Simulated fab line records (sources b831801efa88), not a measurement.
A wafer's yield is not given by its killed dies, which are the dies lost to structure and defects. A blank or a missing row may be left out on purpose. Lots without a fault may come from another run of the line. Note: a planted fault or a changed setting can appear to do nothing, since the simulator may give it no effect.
A lot that was struck, set against a sound lot	flow gf180mcu	15 out of 602 route steps
Sound: the wafers L921.1, L921.4, L921.5. Struck: wafer L930.5 (left out: L930.4, a lot-mate that was not struck); the cause follows at the end.
Each step with rows lists, per side, the tool, then ch with its chambers, then its first start. Under that, the readings that differ: sound wafers	struck wafers	difference of the means	sigmas: that difference in standard deviations of wafers without a fault.
alike: words and numbers the same on both sides, and readings whose means are apart by under 2 such deviations; not compared: readings that were withheld, readings missing a value for some wafer, numbers with overlapping values and no deviation given by the record, and bounds like >300 which may hide the same value.
The two part at a step that has a row with sigmas, a row that says differs or no value, or rows on one side only. When numbers do not overlap yet have no deviation, they are printed without sigmas and do not part them. A reading that every wafer of one side lacks parts them only if that side has two wafers or more.

GF_POLY_GATE_THK_MEAS_01:
  struck on filmMetro-01, day 12 20:46; sound on filmMetro-01, day 10 04:08
  alike: POLY_GATE_CVD_00_THK
then, 8 steps without rows for these wafers: GF_POLY_GATE_DEHYDRATE_02 (time 60 s); GF_POLY_GATE_HMDS_03 (prime time 60 s); GF_POLY_GATE_COAT_04; GF_POLY_GATE_COAT_05 (resist thk 700 nm); GF_POLY_GATE_SOFTBAKE_06 (time 60 s); GF_POLY_GATE_EXPOSE_07 (exposes mask Poly2, target cd 280 nm); GF_POLY_GATE_PEB_08 (peb time 90 s); GF_POLY_GATE_DEVELOP_09 (develop time 60 s).
GF_POLY_GATE_CD_MEAS_10 targets a cd of 280 nm.
  struck on cdSem-01, day 13 16:50; sound on cdSem-01, day 10 21:59
  alike: cdNm
GF_POLY_GATE_OVL_MEAS_11:
  struck on overlay-02, day 13 16:55; sound on overlay-02, day 10 22:06
  alike: POLY_GATE_OVL
GF_POLY_GATE_ETCH_12: etches BARC in N2/H2.
  sound on rieDiel-01 ch 0,2,3, day 10 22:08; struck on rieDiel-02 ch 0, day 13 16:56
  alike: drypumpMotorCurrentA, oesProductAu, rfFwdPowerW, throttleValvePct
GF_POLY_GATE_ETCH_13: etches poly-Si in HBr/Cl2, stops on SiO2, target depth 198.5 nm, time 69.6 s.
  sound on rieSi-02 ch 1,2, day 10 22:11; struck on rieSi-02 ch 3, day 13 16:59
reading	sound	struck	difference	sigmas
oesProductAu (a.u.)	0.996 0.985 0.996	0.874	-0.118	-17
rfFwdPowerW (W)	393.5 395.5 393.8	397.4	+3.1	+2
model.etch.depthNm (nm)	199 196.1 198.9	162.3	-35.7	
model.POLY_GATE.featureDepthNm (nm)	199 196.1 198.9	162.3	-35.7	
  alike: drypumpMotorCurrentA, throttleValvePct
  not compared: rfHoursCounterH
GF_POLY_GATE_STRIP_14: strips in O2/N2.
  sound on plasmaAsher-02 ch 0,1, day 10 22:14; struck on plasmaAsher-01 ch 0, day 13 17:04
  alike: drypumpMotorCurrentA, heaterPowerW, oesProductAu
  not compared: rfHoursCounterH
-- here the record skips 20 days between the struck wafers' starts before and after, leaving off in module POLY_GATE and picking up in module PASSIVATION (first step shown: number 602 of the route) --
GF_PASSIVATION_PROBE_99:
  only the struck wafers here have rows in the record (prober-02, day 33 09:37); the sound ones have none

## WHERE THEY PART
First at GF_POLY_GATE_ETCH_13; last, within this record, at GF_PASSIVATION_PROBE_99.

WHY: whatever the simulator had introduced
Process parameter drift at GF_POLY_GATE_ETCH_13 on rieSi-02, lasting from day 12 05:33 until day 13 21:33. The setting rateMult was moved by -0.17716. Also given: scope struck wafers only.
